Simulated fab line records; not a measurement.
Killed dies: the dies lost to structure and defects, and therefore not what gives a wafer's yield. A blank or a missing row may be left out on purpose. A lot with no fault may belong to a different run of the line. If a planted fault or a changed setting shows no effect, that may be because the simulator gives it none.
A struck lot beside a sound one / flow sky130 / 43 out of 708 route steps
Sound: these wafers, L665.2, L665.3, L665.6. Struck: wafer L685.6. (L685.3, L685.5 of the same lot were not struck and are left out.) The cause comes at the end.
At each step with rows: each side's tool, then ch and its chambers, then its first start. Under that, the readings that differ: sound wafers / struck wafers / difference of the means / sigmas: that difference in standard deviations of wafers without a fault.
alike: readings with means less than 2 such deviations apart, plus words and numbers identical on both sides. not compared: withheld readings, readings lacking a value on some wafer, bounds such as >300 that could conceal the same value, and numbers that have no deviation in the record and whose values overlap.
The two part at a step that has a row with sigmas, a row that says differs or no value, or rows on one side only. Non-overlapping numbers with no deviation appear without sigmas and do not part them. A reading missing from all wafers of one side parts the sides only when that side holds two or more wafers.

SKY_VIA3_CD_MEAS_12: target cd 200 nm.
  struck on cd sem-01, day 45 15:40; sound on cd sem-01, day 39 22:45
  alike: cd nm
SKY_VIA3_OVL_MEAS_13:
  struck on overlay-02, day 45 15:46; sound on overlay-02, day 39 22:52
  alike: VIA3_OVL
then, 2 steps without rows for these wafers: SKY_VIA3_ETCH_14 (etches BARC in N2/H2, stops on SiO2, time 45.9 s, target depth 60 nm); SKY_VIA3_ETCH_15 (etches SiO2 in C4F8/O2/Ar, stops on TiN, target depth 507 nm, time 78 s).
SKY_VIA3_STRIP_16: strips in O2/N2.
  sound on plasma asher-03 ch 0,1, day 39 22:59; struck on plasma asher-01 ch 0, day 45 15:55
reading=drypump motor current A (A); sound=6.5 5.8 5.8; struck=5.1; difference=-0.9; sigmas=-2
reading=strip time to endpoint s (s); sound=4.108 4.141 4.102; struck=4.070; difference=-0.047; sigmas=-2
  alike: n2 flow sccm, oes product au
  not compared: rf hours counter h
then, 4 steps without rows for these wafers: SKY_VIA3_STRIP_17 (strips in post etch residue remover, time 1200 s); SKY_VIA3_CLEAN_18 (cleans in IPA, time 180 s); SKY_VIA3_CLEAN_19 (cleans in O3/DIW); SKY_VIA3_SPUTTER_20 (material TiN, target thk 20 nm, time 80 s).
SKY_VIA3_CVD_21: deposits W, target thk 390 nm, time 117.31 s.
  sound on cvd w-02 ch 0,1, day 39 23:39; struck on cvd w-02 ch 0, day 45 16:35
  alike: heater power w
SKY_VIA3_RS_MEAS_22: the measuring method here is four-point-probe.
  struck on film metro-03, day 45 16:43; sound on film metro-04, day 39 23:47
  alike: VIA3_W_RS
SKY_VIA3_THK_MEAS_23: measures by xrf.
  struck on film metro-03, day 45 16:49; sound on film metro-04, day 39 23:54
  alike: VIA3_W_THK
SKY_VIA3_CMP_24: polishes, stops on SiO2, t overpolish 20 s, target thk 0 nm.
  sound on cmp-02 ch 0,1, day 39 23:57; struck on cmp-01 ch 0, day 45 16:51
reading=motor current A (A); sound=10.6 10.5 9.8; struck=12.2; difference=+1.9; sigmas=+2
  alike: overpolish run s, time to endpoint s
SKY_METAL4_SPUTTER_00: material Ti, target thk 15 nm, time 10 s.
  struck on pvd sputter-01, day 45 17:09; sound on pvd sputter-03, day 40 00:15
  alike: throttle valve pct
then, 4 steps without rows for these wafers: SKY_METAL4_SPUTTER_01 (material TiN, target thk 20 nm, time 16.7 s); SKY_METAL4_SPUTTER_02 (material AlCu, target thk 735 nm, time 39.1 s); SKY_METAL4_SPUTTER_03 (material Ti, target thk 5 nm, time 3.3 s); SKY_METAL4_SPUTTER_04 (material TiN, target thk 70 nm, time 58.3 s).
SKY_CAP2M_CVD_00: deposits SiO2, target thk 15.5 nm.
  sound on pecvd-02 ch 0,1,2, day 40 00:24; struck on pecvd-04 ch 0, day 45 17:18
  alike: heater power w
SKY_CAP2M_THK_MEAS_01:
  struck on film metro-01, day 45 17:20; sound on film metro-03, day 40 00:26
  alike: CAP2M_CVD_00_THK
then, 1 step without rows for these wafers: SKY_CAP2M_SPUTTER_02 (material TiN, target thk 200 nm, time 166.7 s).
SKY_CAP2M_RS_MEAS_03: the measuring method here is four-point-probe.
  struck on film metro-03, day 45 17:32; sound on film metro-03, day 40 00:37
  alike: CAP2M_TIN_RS
SKY_CAP2M_THK_MEAS_04: measures by xrf.
  struck on film metro-03, day 45 17:38; sound on film metro-03, day 40 00:43
  alike: CAP2M_TIN_THK
then, 7 steps without rows for these wafers: SKY_CAP2M_DEHYDRATE_05 (time 60 s); SKY_CAP2M_HMDS_06 (prime time 60 s); SKY_CAP2M_COAT_07 (resist thk 1140 nm); SKY_CAP2M_SOFTBAKE_08 (time 60 s); SKY_CAP2M_EXPOSE_09 (exposes mask CAP2M, target cd 1000 nm); SKY_CAP2M_PEB_10; SKY_CAP2M_DEVELOP_11 (develop time 60 s).
SKY_CAP2M_OVL_MEAS_12:
  struck on overlay-01, day 46 14:26; sound on overlay-01, day 41 00:56
  alike: CAP2M_OVL
SKY_CAP2M_METAL_ETCH_13: etches TiN in Cl2/BCl3, stops on SiO2, target depth 220 nm, time 62.9 s.
  sound on rie metal-04 ch 0, day 41 00:58; struck on rie metal-03 ch 0, day 46 14:29
reading=drypump motor current A (A); sound=5.3 5.3 5.3; struck=6.3; difference=+1.0; sigmas=+3
  alike: oes product au, throttle valve pct
  not compared: rf hours counter h
then, 10 steps without rows for these wafers: SKY_CAP2M_STRIP_14 (strips in O2/N2); SKY_CAP2M_STRIP_15 (strips in post etch residue remover, time 1200 s); SKY_CAP2M_CLEAN_16 (cleans in IPA, time 180 s); SKY_CAP2M_CLEAN_17 (cleans in O3/DIW); SKY_METAL4_DEHYDRATE_05 (time 60 s); SKY_METAL4_HMDS_06 (prime time 60 s); SKY_METAL4_COAT_07 (resist thk 60 nm); SKY_METAL4_COAT_08 (resist thk 1140 nm); SKY_METAL4_SOFTBAKE_09 (time 90 s); SKY_METAL4_EXPOSE_10 (exposes mask MM4, target cd 300 nm).
-- the record jumps here: 4 days lie between the struck wafers' starts before and after (it left off in module METAL4 and takes up again in module PAD_OPEN, whose first step shown is number 708 of the route) --
SKY_PAD_OPEN_PROBE_99:
  struck on prober-01, day 50 18:11; sound on prober-02, day 46 01:12
reading=defect limited yield (%); sound=80.5 80.3 80.9; struck=57.5; difference=-23.1; sigmas=-13
reading=killed_at_M0_to_M3; sound=45 46 43; struck=173; difference=+128; sigmas=+20
reading=killed at contacts; sound=36 35 29; struck=21; difference=-12; sigmas=-2
reading=killed dies; sound=96 97 94; struck=209; difference=+113; sigmas=+13
reading=killed on rim; sound=15 21 14; struck=36; difference=+19; sigmas=+5
reading=sort_bin_3_pad_short (%); sound=0.6 0.6 1.2; struck=3.3; difference=+2.5; sigmas=+6
reading=sort_bin_5_function (%); sound=10.6 11.8 11.6; struck=25.8; difference=+14.5; sigmas=+10
reading=sort_bin_6_memory (%); sound=8.3 7.3 6.3; struck=13.4; difference=+6.1; sigmas=+6
reading=sort n pass; sound=396 395 398; struck=283; difference=-113; sigmas=-13
reading=sort yield pct (%); sound=80.5 80.3 80.9; struck=57.5; difference=-23.1; sigmas=-13
reading=model.etest.tester.sort n pass; sound=396 395 398; struck=283; difference=-113; sigmas=
reading=model.etest.tester.sort yield pct (%); sound=80.49 80.28 80.89; struck=57.52; difference=-23.03; sigmas=
reading=model.etest.tester.sort_bin_5_pct (%); sound=10.57 11.79 11.59; struck=25.81; difference=+14.49; sigmas=
reading=model.etest.tester.sort_bin_6_pct (%); sound=8.333 7.317 6.301; struck=13.41; difference=+6.09; sigmas=
reading=model.etest.tester.sort_bin_3_pct (%); sound=0.6098 0.6098 1.22; struck=3.252; difference=+2.439; sigmas=
  alike: killed_at_M4_up, killed at front end, killed at other, killed open, killed short

## WHERE THEY PART
At SKY_VIA3_STRIP_16 first; at SKY_PAD_OPEN_PROBE_99 last (within this record only).

WHY: whatever the simulator had introduced
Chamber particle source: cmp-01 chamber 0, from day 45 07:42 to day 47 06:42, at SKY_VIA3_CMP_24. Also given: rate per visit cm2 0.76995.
